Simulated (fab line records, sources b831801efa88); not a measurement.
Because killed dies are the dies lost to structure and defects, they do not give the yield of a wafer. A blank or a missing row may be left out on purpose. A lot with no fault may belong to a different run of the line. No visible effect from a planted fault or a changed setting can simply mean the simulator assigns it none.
Which tool did it? | flow gf180mcu | 11 lots with 33 wafers sampled at 6 steps, on a route of 602 steps

== WHAT THE GAUGES READ, wafer by wafer ==
GF_HV_LDD_THK_MEAS_57. Usual: HV_LDD_CVD_56_THK typically reads 89.5 nm, with standard deviation 0.76.
lot  | measured     | on           | HV_LDD_CVD_56_THK (nm) | flag
L911 | day 13 13:19 | filmMetro-02 | 90.2 90.2 90.2         | 
L915 | day 14 16:31 | filmMetro-01 | 89.4 89.4 89.6         | 
L916 | day 15 04:47 | filmMetro-02 | 89.2 89.7 90.0         | 
L919 | day 16 04:17 | filmMetro-02 | 89.1 88.8 88.6         | 
L920 | day 16 18:34 | filmMetro-01 | 88.5 88.5 88.3         | 
L923 | day 17 13:52 | filmMetro-02 | 89.7 89.1 89.9         | 
L924 | day 17 19:43 | filmMetro-04 | 88.4 88.9 88.8         | 
L927 | day 19 00:50 | filmMetro-01 | 89.7 89.9 89.9         | 
L928 | day 19 07:33 | filmMetro-01 | 89.2 89.5 88.8         | 
L930 | day 19 20:01 | filmMetro-04 | 90.7 89.8 90.3         | 
L931 | day 20 07:16 | filmMetro-01 | 90.0 89.8 89.7         | 

GF_PSD_RS_MEAS_14: uses a four-point probe to measure. Usual: NSD_RS typically reads 45.90 ohm/sq, with standard deviation 0.095.
lot  | measured     | on           | NSD_RS (ohm/sq)   | flag
L911 | day 15 07:29 | filmMetro-03 | 45.81 45.81 45.82 | 
L915 | day 16 12:23 | filmMetro-01 | 45.81 45.93 45.91 | 
L916 | day 17 01:35 | filmMetro-02 | 45.86 46.03 45.91 | 
L919 | day 18 01:50 | filmMetro-01 | 46.05 46.02 46.13 | 
L920 | day 18 16:31 | filmMetro-03 | 46.03 45.96 45.90 | 
L923 | day 19 13:47 | filmMetro-03 | 45.74 45.63 45.74 | 
L924 | day 19 21:10 | filmMetro-01 | 45.85 45.84 45.86 | 
L927 | day 21 01:50 | filmMetro-02 | 43.09 43.16 43.16 | OFF
L928 | day 21 09:19 | filmMetro-01 | 43.07 43.08 43.20 | OFF
L930 | day 21 20:58 | filmMetro-02 | 45.93 46.02 45.96 | 
L931 | day 22 07:43 | filmMetro-01 | 45.93 45.92 46.02 | 

GF_SALICIDE_RS_MEAS_04: uses a four-point probe to measure. Usual: SALICIDE_TIN_RS typically reads 16.4 ohm/sq, with standard deviation 0.31.
lot  | measured     | on           | SALICIDE_TIN_RS (ohm/sq) | flag
L911 | day 16 05:24 | filmMetro-03 | 16.0 15.9 16.2           | 
L915 | day 17 11:32 | filmMetro-02 | 16.6 16.6 16.8           | 
L916 | day 18 00:39 | filmMetro-03 | 16.0 15.9 16.6           | 
L919 | day 19 02:23 | filmMetro-03 | 16.0 16.1 15.9           | 
L920 | day 19 17:17 | filmMetro-04 | 16.6 16.5 16.0           | 
L923 | day 20 14:46 | filmMetro-04 | 17.0 16.6 16.6           | 
L924 | day 20 22:19 | filmMetro-02 | 16.8 16.8 17.0           | 
L927 | day 22 02:03 | filmMetro-04 | 16.1 16.3 16.1           | 
L928 | day 22 08:46 | filmMetro-02 | 16.4 16.3 16.1           | 
L930 | day 22 20:58 | filmMetro-03 | 16.1 16.4 16.1           | 
L931 | day 23 06:55 | filmMetro-03 | 16.5 16.8 16.1           | 

== TOOL THAT RAN EACH LOT (tool first, then ch and the chambers of the sampled wafers, then the start) ==
lot  | GF_NSD_IMPLANT_10               | GF_NSD_STRIP_11                     | GF_SALICIDE_SPUTTER_03
L911 | implanter-01 ch 0, day 14 09:58 | plasmaAsher-01 ch 0,1, day 14 10:07 | pvdSputter-03, day 16 05:22
L915 | implanter-02 ch 0, day 15 13:46 | plasmaAsher-04 ch 0,1, day 15 13:55 | pvdSputter-03, day 17 11:31
L916 | implanter-04 ch 0, day 16 02:35 | plasmaAsher-03 ch 0,1, day 16 02:41 | pvdSputter-01, day 18 00:34
L919 | implanter-04 ch 0, day 17 02:32 | plasmaAsher-01 ch 0,1, day 17 02:41 | pvdSputter-02, day 19 02:22
L920 | implanter-04 ch 0, day 17 16:59 | plasmaAsher-04 ch 0,1, day 17 17:07 | pvdSputter-01, day 19 17:13
L923 | implanter-01 ch 0, day 18 13:00 | plasmaAsher-04 ch 0,1, day 18 13:09 | pvdSputter-01, day 20 14:44
L924 | implanter-02 ch 0, day 18 20:01 | plasmaAsher-03 ch 0,1, day 18 20:08 | pvdSputter-03, day 20 22:16
L927 | implanter-02 ch 0, day 20 01:06 | plasmaAsher-01 ch 0,1, day 20 01:14 | pvdSputter-01, day 22 01:59
L928 | implanter-02 ch 0, day 20 07:51 | plasmaAsher-04 ch 0,1, day 20 07:59 | pvdSputter-03, day 22 08:42
L930 | implanter-01 ch 0, day 20 20:04 | plasmaAsher-01 ch 0,1, day 20 20:12 | pvdSputter-03, day 22 20:56
L931 | implanter-04 ch 0, day 21 07:46 | plasmaAsher-04 ch 0, day 21 07:53   | pvdSputter-01, day 23 06:52
- GF_NSD_IMPLANT_10
- GF_NSD_STRIP_11: strips in O2/N2.
- GF_SALICIDE_SPUTTER_03: material TiN, target thk 20 nm, time 16.7 s.

== WHAT THE TOOLS THEMSELVES READ (means of the sampled wafers that have a number; where no wafer has one, the mark that the record gives instead) ==
GF_NSD_IMPLANT_10. Usual: doseIonsCm2 4.998e+14, standard deviation 4.8e+11; endStationPressureTorr 7.3e-06 Torr, standard deviation 3.6e-07; faradayCurrentUA 2783, standard deviation 50.
lot  | tool         | doseIonsCm2 | endStationPressureTorr (Torr) | faradayCurrentUA | flag
L911 | implanter-01 | 5.003e+14   | 7.1e-06                       | 2809             | 
L915 | implanter-02 | 5.000e+14   | 7.2e-06                       | 2789             | 
L916 | implanter-04 | 4.998e+14   | 7.1e-06                       | 2779             | 
L919 | implanter-04 | 4.999e+14   | 7.1e-06                       | 2781             | 
L920 | implanter-04 | 4.998e+14   | 7.4e-06                       | 2790             | 
L923 | implanter-01 | 4.999e+14   | 7.1e-06                       | 2789             | 
L924 | implanter-02 | 4.995e+14   | 7.1e-06                       | 2745             | 
L927 | implanter-02 | 7.552e+14   | 8.6e-06                       | 4148             | OFF
L928 | implanter-02 | 7.545e+14   | 8.5e-06                       | 4229             | OFF
L930 | implanter-01 | 4.995e+14   | 6.9e-06                       | 2810             | 
L931 | implanter-04 | 4.997e+14   | 7.1e-06                       | 2811             | 

GF_NSD_STRIP_11. Usual: chamberPressureMTorr 1499.9 mTorr, standard deviation 1.4; drypumpMotorCurrentA 5.6 A, standard deviation 0.55; heaterPowerW 359 W, standard deviation 40; n2FlowSccm 300.1 sccm, standard deviation 0.83; oesProductAu 0.485 a.u., standard deviation 0.0042; stripTimeToEndpointS 23.08 s, standard deviation 0.031.
lot  | tool           | chamberPressureMTorr (mTorr) | drypumpMotorCurrentA (A) | heaterPowerW (W) | n2FlowSccm (sccm) | oesProductAu (a.u.) | stripTimeToEndpointS (s) | flag
L911 | plasmaAsher-01 | 1498.6                       | 5.9                      | 363              | 299.8             | 0.480               | 23.04                    | 
L915 | plasmaAsher-04 | 1498.4                       | 5.5                      | 333              | 299.8             | 0.484               | 23.08                    | 
L916 | plasmaAsher-03 | 1500.4                       | 5.0                      | 392              | 299.5             | 0.484               | 23.09                    | 
L919 | plasmaAsher-01 | 1498.8                       | 6.2                      | 371              | 300.1             | 0.485               | 23.11                    | 
L920 | plasmaAsher-04 | 1499.5                       | 5.6                      | 331              | 300.4             | 0.489               | 23.05                    | 
L923 | plasmaAsher-04 | 1501.6                       | 5.7                      | 328              | 299.2             | 0.489               | 23.10                    | 
L924 | plasmaAsher-03 | 1499.4                       | 5.0                      | 395              | 299.3             | 0.488               | 23.07                    | 
L927 | plasmaAsher-01 | 1499.8                       | 5.9                      | 364              | 299.3             | 0.486               | 23.29                    | OFF
L928 | plasmaAsher-04 | 1501.9                       | 5.6                      | 340              | 300.4             | 0.486               | 23.35                    | OFF
L930 | plasmaAsher-01 | 1500.3                       | 6.0                      | 357              | 299.6             | 0.485               | 23.06                    | 
L931 | plasmaAsher-04 | 1500.2                       | 5.3                      | 317              | 301.7             | 0.486               | 23.04                    | 

GF_SALICIDE_SPUTTER_03. Usual: throttleValvePct at 30.0 %, with a standard deviation of 0.86.
lot  | tool          | throttleValvePct (%) | flag
L911 | pvdSputter-03 | 29.8                 | 
L915 | pvdSputter-03 | 29.3                 | 
L916 | pvdSputter-01 | 29.5                 | 
L919 | pvdSputter-02 | 30.4                 | 
L920 | pvdSputter-01 | 30.1                 | 
L923 | pvdSputter-01 | 30.5                 | 
L924 | pvdSputter-03 | 29.3                 | 
L927 | pvdSputter-01 | 29.9                 | 
L928 | pvdSputter-03 | 29.8                 | 
L930 | pvdSputter-03 | 29.9                 | 
L931 | pvdSputter-01 | 30.6                 | 

== THE ANSWER, worked out from the rows above alone ==
Rule: a lot counts as off when the mean over its wafers that have a number is more than 3 standard deviations away from the usual mean. A lot without any number at a reading at which 4 lots or more have one is off too. All remaining lots with rows at the step are treated as sound. The gauges are gone through in route order, then the tools' own readings, and for those a lot's mean is taken as printed above. At the first step where some lot is off, the reading lying furthest off is the one used; lots without a number count as furthest.
Off: L927, L928, seen at GF_PSD_RS_MEAS_14 (NSD_RS).
A tool fits if, at a process step before that reading, it ran every lot that is off, and no sound lot after the first of them. The gauges at GF_PSD_RS_MEAS_14 aren't tried: what is off there is off at GF_NSD_IMPLANT_10 too, on other tools, and a gauge's error can't cause that. One fits: GF_NSD_IMPLANT_10 on implanter-02. Its last sound lot is L924 (day 18 20:01), its first lot that is off L927 (day 20 01:06): a fault that began between those two fits.
The tool's own readings at GF_NSD_IMPLANT_10 bear it out: on the lots that are off they differ by more than 5 times the standard deviation of the sound lots' means. doseIonsCm2 reads 7.548e+14 there against 4.998e+14 on the sound lots; endStationPressureTorr reads 8.6e-06 Torr there against 7.1e-06 Torr on the sound lots; faradayCurrentUA reads 4188 there against 2789 on the sound lots.

== WHAT THE SIMULATOR HAD INSERTED ==
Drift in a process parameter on implanter-02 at GF_NSD_IMPLANT_10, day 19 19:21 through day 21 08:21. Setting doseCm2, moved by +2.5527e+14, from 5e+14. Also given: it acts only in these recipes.
Lots struck among those shown: L927, L928. The rule above found the same.
